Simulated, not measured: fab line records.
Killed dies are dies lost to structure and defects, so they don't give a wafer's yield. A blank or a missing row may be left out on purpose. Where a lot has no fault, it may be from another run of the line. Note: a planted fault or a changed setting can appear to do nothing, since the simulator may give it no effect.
Problem report, 8D (eight disciplines) form, completed by code + flow sky130 + the parts of the form that need people (team, actions taken, sign-off) are left out

1. THE ISSUE
beam_energy_keV at SKY_SONOS_TUNNEL_IMPLANT_09 reads a mean of 22.517 on 9 wafers of 3 lots; wafers without a fault read 20.001 with a standard deviation of 0.0056. So: +99 or more standard deviations from the usual mean.
Earliest sighting: wafer L561.1 on implanter-03 at day 13 22:25. The record holds 21 wafers of 7 lots with a number at this step. By rule, "out" or "out of limits" means more than 4 standard deviations away from the usual mean. The rest of the wafers with a number are treated as sound.

2. WHAT IT IS AND WHAT IT IS NOT
| question                    | is                     | is not                                                                         |
|-----------------------------|------------------------|--------------------------------------------------------------------------------|
| which readings at this step | beam_energy_keV        | -                                                                              |
| which lots                  | L561, L563, L564       | L554, L571, L572, L574                                                         |
| which wafers of those lots  | all that have a number | -                                                                              |
| read on which tools         | implanter-03           | implanter-02, implanter-04                                                     |
| when                        | from day 13 22:25      | up to then (3 sound wafers); but 9 sound wafers of L571, L572, L574 came after |

3. WHAT RULES OUT EACH SUSPECT
Counting: a tool stays on the suspect list if, at a process step up to the reading, it processed all lots that are out and no sound lot following the first of them.
- implanter-03 at SKY_SONOS_TUNNEL_IMPLANT_09: ruled out as a lasting fault. After its first lot that is out, L561 (day 13 22:25), sound lots L572 ran on it.
Left after counting: nothing in the record.

4. THE CAUSE (what the simulator had put in)
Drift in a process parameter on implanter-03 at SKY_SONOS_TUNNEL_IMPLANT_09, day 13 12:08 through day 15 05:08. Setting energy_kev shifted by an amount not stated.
Counting ruled it out, wrongly.

5. THE EFFECT CHAIN, in route order
Rows list readings where the struck wafers' mean (over those with a number) sits beyond 3 standard deviations from the usual. Scope: only readings with a usual standard deviation given in the record; hours: median across lots of the time from each lot's start at the first step in this table that gives one to its start at this step; sigmas: change in usual standard deviations.
| hours | step                        | reading         | usual  | on struck wafers | change | sigmas      |
|-------|-----------------------------|-----------------|--------|------------------|--------|-------------|
| 0     | SKY_SONOS_TUNNEL_IMPLANT_09 | beam_energy_keV | 20.001 | 22.517           | +2.516 | +99 or more |
It contains these process steps:
- SKY_SONOS_TUNNEL_IMPLANT_09

6. HOW IT WOULD HAVE BEEN CAUGHT EARLIER
The fault began at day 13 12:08; the first out-of-limits reading in this record came at day 13 22:25, 10 hours later.
